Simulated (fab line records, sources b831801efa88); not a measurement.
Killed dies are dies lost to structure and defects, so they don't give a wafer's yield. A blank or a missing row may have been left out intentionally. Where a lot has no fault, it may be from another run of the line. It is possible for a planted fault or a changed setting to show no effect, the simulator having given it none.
Which tool did it?    flow gf180mcu    Sampling: 11 lots, 33 wafers, 7 of 602 route steps

== WHAT THE GAUGES READ, wafer by wafer ==
GF_V1_CD_MEAS_14: target cd 260 nm. Usual: cd_nm at 259.8 nm, with a standard deviation of 1.1.
lot   measured      on         cd_nm (nm)         flag
L183  day 18 01:46  cd_sem-01  258.4 258.6 259.6  
L186  day 19 10:39  cd_sem-02  259.7 261.9 262.3  
L189  day 20 14:46  cd_sem-01  259.1 259.1 260.4  
L191  day 21 08:38  cd_sem-02  261.4 260.3 261.6  
L198  day 23 18:53  cd_sem-02  259.4 260.3 260.1  
L200  day 24 06:58  cd_sem-02  260.1 259.3 259.9  
L201  day 24 12:51  cd_sem-01  261.9 259.6 260.6  
L202  day 24 21:04  cd_sem-01  260.1 260.3 260.5  
L203  day 25 13:08  cd_sem-01  259.8 260.5 260.6  
L204  day 25 13:22  cd_sem-01  259.7 259.5 258.5  
L205  day 25 20:37  cd_sem-01  259.6 259.0 260.0  

GF_V1_RS_MEAS_24: measures by four-point-probe. Usual: V1_W_RS 0.327 ohm/sq, standard deviation 0.0033.
lot   measured      on             V1_W_RS (ohm/sq)   flag
L183  day 18 02:50  film_metro-02  0.323 0.324 0.324  
L186  day 19 11:41  film_metro-02  0.332 0.329 0.331  
L189  day 20 15:49  film_metro-02  0.325 0.549 0.537  OFF
L191  day 21 09:40  film_metro-03  0.541 0.539 0.322  OFF
L198  day 23 19:56  film_metro-03  0.322 0.329 0.324  
L200  day 24 07:59  film_metro-04  0.329 0.331 0.331  
L201  day 24 13:55  film_metro-03  0.321 0.328 0.326  
L202  day 24 22:05  film_metro-03  0.325 0.324 0.325  
L203  day 25 14:12  film_metro-03  0.321 0.326 0.326  
L204  day 25 14:26  film_metro-02  0.328 0.331 0.328  
L205  day 25 21:41  film_metro-02  0.324 0.325 0.322  

GF_V1_THK_MEAS_25: measures by xrf. Usual: V1_W_THK 357 nm, standard deviation 5.2.
lot   measured      on             V1_W_THK (nm)  flag
L183  day 18 02:56  film_metro-02  354 355 355    
L186  day 19 11:48  film_metro-02  348 352 351    
L189  day 20 15:56  film_metro-02  363 213 219    OFF
L191  day 21 09:46  film_metro-03  218 219 368    OFF
L198  day 23 20:02  film_metro-03  362 353 360    
L200  day 24 08:07  film_metro-04  356 352 354    
L201  day 24 14:01  film_metro-03  369 358 359    
L202  day 24 22:13  film_metro-03  363 364 361    
L203  day 25 14:19  film_metro-03  365 360 355    
L204  day 25 14:33  film_metro-02  359 355 357    
L205  day 25 21:48  film_metro-02  360 358 362    

GF_M2_RS_MEAS_05: measures by four-point-probe. Usual: M2_ALCU_RS 0.0693 ohm/sq, standard deviation 0.00074.
lot   measured      on             M2_ALCU_RS (ohm/sq)   flag
L183  day 18 03:37  film_metro-04  0.0685 0.0687 0.0690  
L186  day 19 12:23  film_metro-01  0.0712 0.0698 0.0705  
L189  day 20 16:31  film_metro-03  0.0693 0.0692 0.0695  
L191  day 21 10:22  film_metro-04  0.0705 0.0696 0.0700  
L198  day 23 20:38  film_metro-01  0.0683 0.0697 0.0695  
L200  day 24 08:41  film_metro-03  0.0691 0.0688 0.0697  
L201  day 24 14:37  film_metro-04  0.0694 0.0691 0.0695  
L202  day 24 22:47  film_metro-04  0.0696 0.0695 0.0698  
L203  day 25 14:55  film_metro-01  0.0685 0.0686 0.0680  
L204  day 25 15:08  film_metro-01  0.0685 0.0683 0.0687  
L205  day 26 00:46  film_metro-01  0.0681 0.0691 0.0692  

== WHAT TOOL EACH LOT RAN ON (gives the tool, then ch and the chambers of the sampled wafers, and finally the start) ==
lot   GF_CONTACT_CMP_27              GF_V1_CVD_23                   GF_V1_CMP_26
L183  cmp-02 ch 0,1,2, day 16 02:58  cvd_w-02 ch 0,1, day 18 02:42  cmp-02 ch 0,1,2, day 18 03:14
L186  cmp-01 ch 1,2, day 17 08:56    cvd_w-01 ch 0,1, day 19 11:34  cmp-01 ch 1,2,3, day 19 11:52
L189  cmp-01 ch 0,1,3, day 18 12:17  cvd_w-02 ch 0,1, day 20 15:43  cmp-02 ch 0,1,2, day 20 16:00
L191  cmp-02 ch 2,3, day 19 05:38    cvd_w-02 ch 0,1, day 21 09:32  cmp-01 ch 0,2,3, day 21 09:51
L198  cmp-02 ch 1,2,3, day 21 17:50  cvd_w-02 ch 0,1, day 23 19:49  cmp-01 ch 0,1,2, day 23 20:05
L200  cmp-01 ch 0,1,3, day 22 07:32  cvd_w-02 ch 0,1, day 24 07:52  cmp-02 ch 1,2,3, day 24 08:13
L201  cmp-02 ch 0,3, day 22 13:27    cvd_w-02 ch 0,1, day 24 13:47  cmp-01 ch 0,3, day 24 14:03
L202  cmp-01 ch 2,3, day 22 22:35    cvd_w-02 ch 0,1, day 24 21:59  cmp-02 ch 2,3, day 24 22:16
L203  cmp-01 ch 0,1,3, day 23 14:32  cvd_w-02 ch 1, day 25 14:04    cmp-01 ch 1,3, day 25 14:25
L204  cmp-01 ch 0,1, day 23 14:47    cvd_w-01 ch 0,1, day 25 14:18  cmp-02 ch 0,1,2, day 25 14:39
L205  cmp-01 ch 1,2, day 23 23:02    cvd_w-02 ch 0,1, day 25 21:33  cmp-02 ch 1,3, day 26 00:16
- GF_CONTACT_CMP_27: polishes, stops on SiO2, t overpolish 15 s, target thk 0 nm.
- GF_V1_CVD_23: deposits W, target thk 350 nm, time 105.05 s.
- GF_V1_CMP_26: polishes, stops on SiO2, t overpolish 15 s, target thk 0 nm.

== AS READ BY THE TOOLS THEMSELVES (means over the sampled wafers that have a number; for cases with no such wafer, the mark the record gives instead) ==
GF_CONTACT_CMP_27. Usual: motor_current_A 11.0 A, standard deviation 1.2; overpolish_run_s 15.000 s, standard deviation 0.0086; slurry_flow_ml_min 150.0, standard deviation 0.47; time_to_endpoint_s 70 s, standard deviation 3.5.
lot   tool    motor_current_A (A)  overpolish_run_s (s)  slurry_flow_ml_min  time_to_endpoint_s (s)  flag
L183  cmp-02  11.3                 15.001                149.8               72                      
L186  cmp-01  11.7                 14.997                150.0               66                      
L189  cmp-01  10.2                 15.003                149.6               73                      
L191  cmp-02  11.3                 14.993                150.0               70                      
L198  cmp-02  11.3                 14.999                150.3               67                      
L200  cmp-01  10.2                 14.997                150.4               74                      
L201  cmp-02  10.7                 14.997                149.7               64                      
L202  cmp-01  11.9                 14.994                149.8               72                      
L203  cmp-01  9.9                  15.003                150.3               70                      
L204  cmp-01  10.8                 15.002                149.8               74                      
L205  cmp-01  10.8                 15.004                150.0               76                      

GF_V1_CVD_23. Usual: chamber_pressure_Torr 40.01 Torr, standard deviation 0.087; heater_power_w 899 W, standard deviation 100.
lot   tool      chamber_pressure_Torr (Torr)  heater_power_w (W)  flag
L183  cvd_w-02  40.15                         939                 
L186  cvd_w-01  40.04                         918                 
L189  cvd_w-02  40.01                         863                 
L191  cvd_w-02  39.92                         852                 
L198  cvd_w-02  39.99                         930                 
L200  cvd_w-02  40.04                         936                 
L201  cvd_w-02  40.10                         872                 
L202  cvd_w-02  40.07                         953                 
L203  cvd_w-02  39.98                         780                 
L204  cvd_w-01  40.01                         878                 
L205  cvd_w-02  40.00                         857                 

GF_V1_CMP_26. Usual: motor_current_A 11.1 A, standard deviation 0.89; slurry_flow_ml_min 150.0, standard deviation 0.47; time_to_endpoint_s 83 s, standard deviation 3.7.
lot   tool    motor_current_A (A)  slurry_flow_ml_min  time_to_endpoint_s (s)  flag
L183  cmp-02  11.6                 149.9               88                      
L186  cmp-01  10.9                 150.1               82                      
L189  cmp-02  11.3                 149.7               59                      OFF
L191  cmp-01  11.0                 149.5               61                      OFF
L198  cmp-01  11.2                 150.5               85                      
L200  cmp-02  11.2                 150.2               80                      
L201  cmp-01  10.5                 149.7               89                      
L202  cmp-02  11.2                 149.8               87                      
L203  cmp-01  10.0                 149.5               84                      
L204  cmp-02  11.3                 150.6               83                      
L205  cmp-02  10.7                 149.8               86                      

== THE ANSWER, worked out from the rows above alone ==
Rule: lot off if the mean of its wafers having a number is beyond 3 standard deviations from the usual mean. A lot without any number at a reading at which 4 lots or more have one is off too. Where the step has rows for the other lots, those lots are counted as sound. After the gauges, taken in route order, come the tools' own readings; for these a lot's mean is taken, as printed above. The first step at which some lot is off is used, and at that step the reading that is off furthest; a lot without a number counts as furthest.
Off: L189, L191, at GF_V1_RS_MEAS_24 (V1_W_RS).
A tool fits if, at a process step before that reading, it ran every lot that is off, and no sound lot after the first of them. Not tried: the gauges at GF_V1_RS_MEAS_24; whatever is off there is also off at GF_V1_CMP_26, on other tools, and gauge error can't account for it. None of those tried fits.

== WHAT WAS PUT IN BY THE SIMULATOR ==
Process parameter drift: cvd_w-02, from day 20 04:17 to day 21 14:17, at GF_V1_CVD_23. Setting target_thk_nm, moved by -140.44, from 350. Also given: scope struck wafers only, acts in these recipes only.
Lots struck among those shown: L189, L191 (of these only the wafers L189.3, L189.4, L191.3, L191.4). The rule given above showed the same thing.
